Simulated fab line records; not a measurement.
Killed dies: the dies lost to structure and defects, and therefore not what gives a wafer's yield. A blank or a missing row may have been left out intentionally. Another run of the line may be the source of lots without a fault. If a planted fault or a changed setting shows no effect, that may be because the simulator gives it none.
Code-filled problem report in 8D (eight disciplines) form -- flow sky130 -- the parts of the form that need people (team, actions taken, sign-off) are left out

## 1. THE PROBLEM
Wafers free of any fault read 68.63 ohm/sq (standard deviation 0.1) for SD_N_RS at SKY_SD_N_RS_MEAS_16, against a mean of 70.01 ohm/sq on 6 wafers of 2 lots. Measured from the usual mean, that is +14 standard deviations.
The step: measures by four-point-probe.
First observed at day 34 19:17: wafer L248.4, on filmMetro-01. The record has a number at this step for 39 wafers belonging to 13 lots. The rule behind "out" and "out of limits": a value lying over 4 standard deviations away from the usual mean. The rest of the wafers with a number are treated as sound.

## 2. WHAT IT IS AND WHAT IT IS NOT
question,is,is not
which readings at this step,SD_N_RS,-
which lots,"L248, L249","L228, L230, L232, L233, L234, L235, L236, L237, L239, L240, L241"
which wafers of those lots,all that have a number,-
read on which gauges,filmMetro-01,"filmMetro-02, filmMetro-04"
when,from day 34 19:17,up to then (33 sound wafers)

## 3. THE SUSPECTS, EACH WITH WHAT RULES IT OUT
Counting: any tool at a process step up to the reading is kept as a suspect provided that every lot that is out went through it and no sound lot did after the first of them.
- ruled out: the gauge at SKY_SD_N_RS_MEAS_16. All the wafers that are out were read on filmMetro-01, but those of them that SKY_SD_N_IMPLANT_10 has rows for are out there too, on other tools.
- implanter-01 at SKY_SD_N_IMPLANT_10: kept. It processed each lot that is out, first L248 at day 34 18:46, and no sound lot thereafter; up to then, the last sound lot it processed was L241 at day 33 01:19. On those wafers its own readings are out: doseIonsCm2, faradayCurrentUA.
Remaining after the count: implanter-01 at SKY_SD_N_IMPLANT_10.

## 4. THE CAUSE (what the simulator had put in)
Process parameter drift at SKY_SD_N_IMPLANT_10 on implanter-01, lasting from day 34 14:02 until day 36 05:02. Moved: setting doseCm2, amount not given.
Counting left only this tool.

## 5. THE CHAIN OF EFFECTS, in route order
Each row: a reading where the mean over the struck wafers with a number is more than 3 standard deviations away from the usual. Only readings whose record carries a usual standard deviation are examined. hours: median over the lots of the time between each lot's start at the first step of this table that gives one and its start at this step. sigmas: the change, counted in usual standard deviations.
hours,step,reading,usual,on struck wafers,change,sigmas
0,SKY_SD_N_IMPLANT_10,doseIonsCm2,9.996e+13,3.679e+13,-6.317e+13,-99 or more
0,SKY_SD_N_IMPLANT_10,faradayCurrentUA,534,208,-326,-9.9
1,SKY_SD_N_RS_MEAS_16,SD_N_RS,68.63 ohm/sq,70.01,+1.38,+14
It contains these process steps:
- SKY_SD_N_IMPLANT_10
Later steps that measure or inspect, where all struck wafers having a row at the step show a number for every such reading and not one has moved that far: SKY_LI_CONTACT_CD_MEAS_12, SKY_LOCAL_INTERCONNECT_OVL_MEAS_12.

## 6. WHAT WOULD HAVE CAUGHT IT SOONER
In this record the first reading out of limits at a measuring or inspecting step was taken at day 34 19:17, 5 hours after the fault began at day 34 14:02.
At SKY_SD_N_IMPLANT_10, the tool's own readings (doseIonsCm2, faradayCurrentUA) were out on each struck wafer the step has a row for, so an alarm limit on them would have fired on the first such wafer.
Of the lots that are out (2), L249 began SKY_SD_N_IMPLANT_10 on implanter-01 after day 34 19:17. Holding the tool at that time would have saved it.
